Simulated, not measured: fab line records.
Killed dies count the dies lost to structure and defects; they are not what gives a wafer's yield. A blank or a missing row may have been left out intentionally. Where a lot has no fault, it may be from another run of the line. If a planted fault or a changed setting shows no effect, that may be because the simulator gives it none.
A lot that was struck, set against a sound lot / flow sky130 / 15 steps out of a route of 708
Sound: the wafers L895.2, L895.3, L895.5. Wafers struck: L904.3, L904.4, L904.6. The cause is given at the end.
At each step with rows: each side's tool, then ch and its chambers, then its first start. Under that, the readings that differ: sound wafers / struck wafers / difference of the means / sigmas: that difference in standard deviations of wafers without a fault.
alike: a reading whose means differ by less than 2 such deviations, as well as words and numbers matching on both sides. not compared: withheld readings; readings where some wafer has no value; bounds like >300 that might hide an equal value; numbers whose values overlap and for which the record gives no deviation.
The two part at a step that has a row with sigmas, a row that says differs or no value, or rows on one side only. Numbers that have no deviation but don't overlap get no sigmas and don't part them. A reading that every wafer of one side lacks parts them only if that side has two wafers or more.

SKY_METAL2_STRIP_20: strips in O2/N2.
  sound on plasma-asher-03 ch 0,1, day 37 14:26; struck on plasma-asher-02 ch 0,1, day 40 06:00
  alike: drypump-motor-current-A, oes-product-au, strip-time-to-endpoint-s
  not compared: rf-hours-counter-h
then, 4 steps without rows for these wafers: SKY_METAL2_STRIP_21 (strips in post etch residue remover, time 1200 s); SKY_METAL2_CLEAN_22 (cleans in IPA, time 180 s); SKY_METAL2_CLEAN_23 (cleans in O3/DIW); SKY_VIA2_HDPCVD_00 (deposits SiO2, target thk 1180 nm, time 196.7 s).
SKY_VIA2_THK_MEAS_01:
  struck on film-metro-02, day 40 06:43; sound on film-metro-02, day 37 15:12
  alike: VIA2_HDPCVD_THK
SKY_VIA2_CMP_02: polishes SiO2.
  sound on cmp-02 ch 2,3, day 37 15:15; struck on cmp-02 ch 0,2,3, day 40 06:48
  alike: motor-current-A, platen-rpm
SKY_VIA2_BOW_MEAS_03:
  struck on film-metro-01, day 40 07:05; sound on film-metro-02, day 37 15:34
  alike: VIA2_BOW
then, 4 steps without rows for these wafers: SKY_VIA2_DEHYDRATE_04 (time 60 s); SKY_VIA2_HMDS_05 (prime time 60 s); SKY_VIA2_COAT_06 (resist thk 60 nm); SKY_VIA2_COAT_07 (resist thk 450 nm).
SKY_VIA2_SOFTBAKE_08: time 90 s.
  sound on litho-track-04 ch 0, day 38 05:00; struck on litho-track-01 ch 0, day 40 18:00
reading=heater-power-total-W (W); sound=57.36 57.60 57.36; struck=59.70 59.53 59.78; difference=+2.23; sigmas=+19
reading=plate-temp-C (C); sound=99.96 99.95 99.89; struck=- - -; difference=no value on the struck wafers; sigmas=
reading=run-length-s (s); sound=119.07 119.10 119.06; struck=108.82 108.85 108.91; difference=-10.22; sigmas=-51
  alike: exhaust-pa
then, 1 step without rows for these wafers: SKY_VIA2_EXPOSE_09 (exposes mask VIM2, target cd 200 nm).
SKY_PAD_OPEN_PROBE_99:
  sound wafers here have rows in the record (prober-01, day 47 18:20); struck ones have none

WHERE THEY PART
At SKY_VIA2_SOFTBAKE_08 first; at SKY_PAD_OPEN_PROBE_99 last (within this record only).

WHY: whatever the simulator had introduced
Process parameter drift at SKY_VIA2_SOFTBAKE_08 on litho-track-01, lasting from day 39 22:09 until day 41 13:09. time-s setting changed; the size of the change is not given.
